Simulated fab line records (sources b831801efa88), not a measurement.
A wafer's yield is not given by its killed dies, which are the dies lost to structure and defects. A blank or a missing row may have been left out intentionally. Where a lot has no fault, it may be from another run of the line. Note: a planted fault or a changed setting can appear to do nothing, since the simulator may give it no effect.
A lot that was struck, set against a sound lot    flow sky130    34 out of 708 route steps
Sound: the wafers L850.2, L850.4, L850.6. Wafers struck: L852.2, L852.3, L852.6. Last of all comes the cause.
Order at every step that has rows: each side's tool, ch and its chambers, its first start. Under that, the readings that differ: sound wafers    struck wafers    difference of the means    sigmas: that difference in standard deviations of wafers without a fault.
alike: same words and numbers on both sides, and readings whose means sit less than 2 such deviations apart. not compared: any withheld reading, any reading some wafer has no value for, any bound like >300 that may hide the same value, and any number with overlapping values for which the record gives no deviation.
The two part at a step that has a row with sigmas, a row that says differs or no value, or rows on one side only. Non-overlapping numbers with no deviation appear without sigmas and do not part them. A reading that every wafer of one side lacks parts them only if that side has two wafers or more.

first, 5 steps without rows for these wafers: SKY_POLY_CUT_COAT_03 (resist thk 450 nm); SKY_POLY_CUT_SOFTBAKE_04 (time 90 s); SKY_POLY_CUT_EXPOSE_05 (exposes mask NPCM, target cd 270 nm); SKY_POLY_CUT_PEB_06; SKY_POLY_CUT_DEVELOP_07 (develop time 60 s).
SKY_POLY_CUT_CD_MEAS_08: the cd target is 270 nm.
  struck on cd-sem-02, day 26 08:46; sound on cd-sem-01, day 25 13:56
  alike: cd-nm
SKY_POLY_CUT_OVL_MEAS_09:
  struck on overlay-01, day 26 08:52; sound on overlay-02, day 25 14:03
  alike: POLY_CUT_OVL
SKY_POLY_CUT_ETCH_10: etches BARC in N2/H2, stops on SiO2, time 45.9 s, target depth 60 nm.
  sound on rie-diel-01 ch 1,2, day 25 14:05; struck on rie-diel-01 ch 0,1,3, day 26 08:54
  alike: drypump-motor-current-A, oes-product-au, throttle-valve-pct
  not compared: rf-hours-counter-h
SKY_POLY_CUT_ETCH_11: etches Si3N4 in CF4/CH2F2/Ar, stops on poly-Si, time 42.5 s, target depth 60 nm.
  sound on rie-diel-01 ch 1,2, day 25 14:07; struck on rie-diel-01 ch 0,1,3, day 26 08:56
  alike: drypump-motor-current-A, oes-product-au, throttle-valve-pct
  not compared: rf-hours-counter-h
SKY_POLY_CUT_STRIP_12: strips in O2/N2.
  sound on plasma-asher-01 ch 0,1, day 25 14:10; struck on plasma-asher-03 ch 0,1, day 26 08:59
  alike: drypump-motor-current-A, oes-product-au, strip-time-to-endpoint-s
  not compared: rf-hours-counter-h
then, 2 steps without rows for these wafers: SKY_SD_P_DEHYDRATE_00 (time 60 s); SKY_SD_P_HMDS_01 (prime time 60 s).
SKY_SD_P_COAT_02: resist thk 1140 nm.
  struck on litho-track-04, day 27 00:10; sound on litho-track-04 ch 0, day 26 04:07
  no value came back on the struck wafers for chill-plate-temp-C (C), dispense-pressure-kPa (kPa); on the sound wafers chill-plate-temp-C (C) reads 22.94 23.01 23.07
then, 4 steps without rows for these wafers: SKY_SD_P_SOFTBAKE_03 (time 60 s); SKY_SD_P_EXPOSE_04 (exposes mask PSDM, target cd 380 nm); SKY_SD_P_PEB_05; SKY_SD_P_DEVELOP_06 (develop time 60 s).
SKY_SD_P_CD_MEAS_07: the cd target is 380 nm.
  struck on cd-sem-01, day 27 14:11; sound on cd-sem-01, day 26 19:11
reading     sound              struck  difference                     sigmas
cd-nm (nm)  383.5 386.1 383.1  - - -   no value on the struck wafers  
SKY_SD_P_OVL_MEAS_08:
  struck on overlay-01, day 27 14:18; sound on overlay-01, day 26 19:18
reading        sound          struck  difference                     sigmas
SD_P_OVL (nm)  1.0 -0.9 -1.2  - - -   no value on the struck wafers  
after that, 1 step had no rows for these wafers: SKY_SD_P_IMPLANT_09.
SKY_SD_P_STRIP_10: strips in O2/N2.
  sound on plasma-asher-02 ch 0,1, day 26 19:29; struck on plasma-asher-01 ch 0,1, day 27 14:29
  no value came back on the struck wafers for oes-product-au (a.u.), strip-time-to-endpoint-s (s); on the sound wafers oes-product-au (a.u.) reads 0.618 0.615 0.622
  alike: drypump-motor-current-A
  not compared: rf-hours-counter-h
SKY_SD_P_TW_MEAS_11:
  struck on film-metro-03, day 27 14:35; sound on film-metro-03, day 26 19:35
  alike: SD_P_TW
then, 8 steps without rows for these wafers: SKY_RES_XHIGH_DEHYDRATE_00 (time 60 s); SKY_RES_XHIGH_HMDS_01 (prime time 60 s); SKY_RES_XHIGH_COAT_02 (resist thk 1140 nm); SKY_RES_XHIGH_SOFTBAKE_03 (time 60 s); SKY_RES_XHIGH_EXPOSE_04 (exposes mask URPM, target cd 1270 nm); SKY_RES_XHIGH_PEB_05; SKY_RES_XHIGH_DEVELOP_06 (develop time 60 s); SKY_RES_XHIGH_IMPLANT_07.
SKY_RES_XHIGH_STRIP_08: strips in O2/N2.
  sound on plasma-asher-04 ch 1, day 27 23:31; struck on plasma-asher-03 ch 0,1, day 28 18:41
  alike: drypump-motor-current-A, oes-product-au, strip-time-to-endpoint-s
  not compared: rf-hours-counter-h
SKY_RES_XHIGH_TW_MEAS_09:
  struck on film-metro-02, day 28 18:47; sound on film-metro-02, day 27 23:38
reading       sound           struck          difference  sigmas
RES_XHIGH_TW  1642 1641 1642  2868 2873 2875  +1230       +82
then, 1 step without rows for these wafers: SKY_SD_N_DEHYDRATE_00 (time 60 s).
-- a jump in the record: the struck wafers' starts before and after are 19 days apart (it breaks off in module SD_N and resumes in module PAD_OPEN, where the first step shown is number 708 of the route) --
SKY_PAD_OPEN_PROBE_99:
  the record has rows for the struck wafers here (prober-01, day 47 08:37) and none for the sound ones

WHERE THEY PART
Earliest at SKY_SD_P_COAT_02; latest, in this record, at SKY_PAD_OPEN_PROBE_99.

WHY: whatever the simulator had introduced
At SKY_SD_P_COAT_02, the step was skipped entirely on litho-track-04 from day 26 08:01 on. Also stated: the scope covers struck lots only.
